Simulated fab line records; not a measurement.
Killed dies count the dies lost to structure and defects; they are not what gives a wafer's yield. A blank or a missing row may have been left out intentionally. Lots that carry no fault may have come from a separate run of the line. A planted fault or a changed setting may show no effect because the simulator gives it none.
The tool behind it: which one? -- flow gf180mcu -- Sampling: 12 lots, 36 wafers, 4 of 602 route steps

WHAT THE GAUGES READ, wafer by wafer
GF_M3_RS_MEAS_05: a four-point-probe measurement. Usual: for M3_ALCU_RS the level is 0.0696 ohm/sq and the standard deviation is 0.00086.
lot,measured,on,M3_ALCU_RS (ohm/sq),flag
L671,day 21 04:07,film metro-03,0.0684 0.0705 0.0703,
L670,day 21 06:57,film metro-03,0.0707 0.0704 0.0705,
L674,day 21 09:58,film metro-03,0.0707 0.0689 0.0694,
L675,day 21 11:54,film metro-04,0.0703 0.0688 0.0707,
L676,day 21 19:51,film metro-03,0.0704 0.0705 0.0709,
L677,day 22 05:19,film metro-04,0.0703 0.0680 0.0686,
L678,day 22 07:52,film metro-01,0.0697 0.0701 0.0706,
L679,day 22 22:04,film metro-01,0.0688 0.0670 0.0677,
L680,day 23 02:34,film metro-04,0.0702 0.0704 0.0702,
L681,day 23 10:28,film metro-03,0.0710 0.0685 0.0701,
L684,day 24 07:38,film metro-01,0.0711 0.0690 0.0690,
L687,day 25 12:18,film metro-03,0.0695 0.0704 0.0695,

GF_M3_OVL_MEAS_15. Usual: for M3_OVL the level is 1 nm and the standard deviation is 5.9.
lot,measured,on,M3_OVL (nm),flag
L671,day 22 02:16,overlay-02,-2 -3 3,
L670,day 22 05:15,overlay-02,3 -1 0,
L674,day 22 08:22,overlay-02,3 -1 -2,
L675,day 22 10:19,overlay-02,-6 -2 -2,
L676,day 22 18:37,overlay-01,-1 -7 -10,
L677,day 23 03:33,overlay-01,-3 3 6,
L678,day 23 06:09,overlay-01,10 0 9,
L679,day 23 20:15,overlay-02,3 -3 1,
L680,day 24 00:19,overlay-01,1 -3 -2,
L681,day 24 08:27,overlay-01,-10 7 2,
L684,day 25 06:10,overlay-01,-5 -5 -10,
L687,day 26 10:23,overlay-01,1 9 -5,

GF_V3_CD_MEAS_14 targets a cd of 260 nm. Usual: cd nm 260.2 nm, standard deviation 1.3.
lot,measured,on,cd nm (nm),flag
L671,day 23 01:41,cd sem-02,262.1 263.8 262.9,
L670,day 23 05:14,cd sem-02,259.9 259.7 259.5,
L674,day 23 08:17,cd sem-02,257.8 258.8 258.7,
L675,day 23 10:13,cd sem-02,260.7 260.0 260.7,
L676,day 23 18:08,cd sem-01,261.1 260.7 259.2,
L677,day 24 03:05,cd sem-02,258.3 259.1 258.4,
L678,day 24 06:05,cd sem-01,259.5 260.5 260.2,
L679,day 24 20:29,cd sem-01,258.0 257.8 257.8,
L680,day 24 23:58,cd sem-01,259.8 260.0 260.6,
L681,day 25 07:29,cd sem-02,261.2 261.6 261.3,
L684,day 26 05:04,cd sem-01,260.9 262.4 261.8,
L687,day 27 09:02,cd sem-02,259.6 260.2 275.0,OFF

EACH LOT AND THE TOOL THAT RAN IT (in order: tool; ch and the chambers of the sampled wafers; start)
lot,GF_V3_EXPOSE_11
L671,"krf scanner-01 ch 0, day 22 14:43"
L670,"krf scanner-01 ch 0, day 22 18:34"
L674,"krf scanner-02 ch 0, day 22 21:48"
L675,"krf scanner-01 ch 0, day 22 23:41"
L676,"krf scanner-01 ch 0, day 23 07:13"
L677,"krf scanner-01 ch 0, day 23 16:14"
L678,"krf scanner-01 ch 0, day 23 19:23"
L679,"krf scanner-01 ch 0, day 24 08:44"
L680,"krf scanner-01 ch 0, day 24 12:42"
L681,"krf scanner-01 ch 0, day 24 21:17"
L684,"krf scanner-01 ch 0, day 25 18:39"
L687,"krf scanner-01 ch 0, day 26 23:04"
- GF_V3_EXPOSE_11: exposes mask Via3, target cd 260 nm.

AS READ BY THE TOOLS THEMSELVES (means over the sampled wafers that have a number; for cases with no such wafer, the mark the record gives instead)
GF_V3_EXPOSE_11. Usual: stage vel mm s 500.02 mm/s, standard deviation 0.27.
lot,tool,stage vel mm s (mm/s),flag
L671,krf scanner-01,500.06,
L670,krf scanner-01,499.99,
L674,krf scanner-02,500.46,
L675,krf scanner-01,499.81,
L676,krf scanner-01,500.02,
L677,krf scanner-01,499.93,
L678,krf scanner-01,500.12,
L679,krf scanner-01,499.90,
L680,krf scanner-01,499.72,
L681,krf scanner-01,500.20,
L684,krf scanner-01,499.92,
L687,krf scanner-01,500.40,

THE ANSWER, worked out from the rows above alone
Rule: lot off if the mean of its wafers having a number is beyond 3 standard deviations from the usual mean. Also off: a lot with no number at a reading for which 4 or more lots have one. Where the step has rows for the other lots, those lots are counted as sound. After the gauges, taken in route order, come the tools' own readings; for these a lot's mean is taken, as printed above. At the first step where some lot is off, the reading lying furthest off is the one used; lots without a number count as furthest.
Off: L687, at GF_V3_CD_MEAS_14 (cd nm).
If a tool, at a process step before that reading, ran all the lots that are off and no sound lot after the first of them, it fits. The gauges at GF_V3_CD_MEAS_14 are tried like those tools. 2 tools fit, krf scanner-01 at GF_V3_EXPOSE_11 and cd sem-02 at GF_V3_CD_MEAS_14, so this cannot tell which one it is.

WHAT HAD BEEN PUT IN BY THE SIMULATOR
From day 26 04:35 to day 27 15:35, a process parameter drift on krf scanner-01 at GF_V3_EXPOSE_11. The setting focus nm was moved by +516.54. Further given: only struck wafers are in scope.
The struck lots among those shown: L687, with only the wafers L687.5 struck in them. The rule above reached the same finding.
